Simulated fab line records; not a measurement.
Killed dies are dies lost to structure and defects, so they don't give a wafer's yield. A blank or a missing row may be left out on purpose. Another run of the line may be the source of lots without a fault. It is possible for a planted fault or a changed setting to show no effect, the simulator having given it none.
Which of the tools did it? / flow gf180mcu / route of 602 steps, sampled at 1 step: 7 lots, 21 wafers

## WHAT THE GAUGES SHOWED, per wafer
GF_M5_CD_MEAS_07: the cd target is 280 nm.
lot=L738; measured=day 26 23:14; on=cd-sem-02; cd-nm (nm)=279.4 279.8 279.8
lot=L741; measured=day 28 03:28; on=cd-sem-02; cd-nm (nm)=278.7 279.3 278.0
lot=L743; measured=day 28 13:27; on=cd-sem-01; cd-nm (nm)=281.0 281.5 282.5
lot=L746; measured=day 29 17:21; on=cd-sem-01; cd-nm (nm)=280.9 280.5 279.8
lot=L752; measured=day 31 10:18; on=cd-sem-02; cd-nm (nm)=281.1 280.8 282.1
lot=L757; measured=day 32 11:59; on=cd-sem-01; cd-nm (nm)=278.2 278.6 278.5
lot=L759; measured=day 33 03:40; on=cd-sem-02; cd-nm (nm)=279.8 280.9 279.8

## WHICH TOOL RAN EACH LOT (tool, then ch and the chambers of the sampled wafers, then the start)
Before these readings, the record contains no process step.

## THE ANSWER, worked out from the rows above alone
Rule: usual is defined by the lots themselves. Put in order of their means at a reading, lots are off if they are a third of the lots or fewer, leave a main group of 4 or more, and stand apart from it by a gap of 3 or more times the standard deviation of the main group's means; of several such gaps the widest counts. The tables above print the reading to a certain number of digits; a main group whose means all agree to those digits is not used. A lot without any number at a reading at which 4 lots or more have one is off too. Any other lot the step has rows for is counted as sound.
Nothing can be told from this: no lot is off at any reading shown.

## WHAT HAD BEEN PUT IN BY THE SIMULATOR
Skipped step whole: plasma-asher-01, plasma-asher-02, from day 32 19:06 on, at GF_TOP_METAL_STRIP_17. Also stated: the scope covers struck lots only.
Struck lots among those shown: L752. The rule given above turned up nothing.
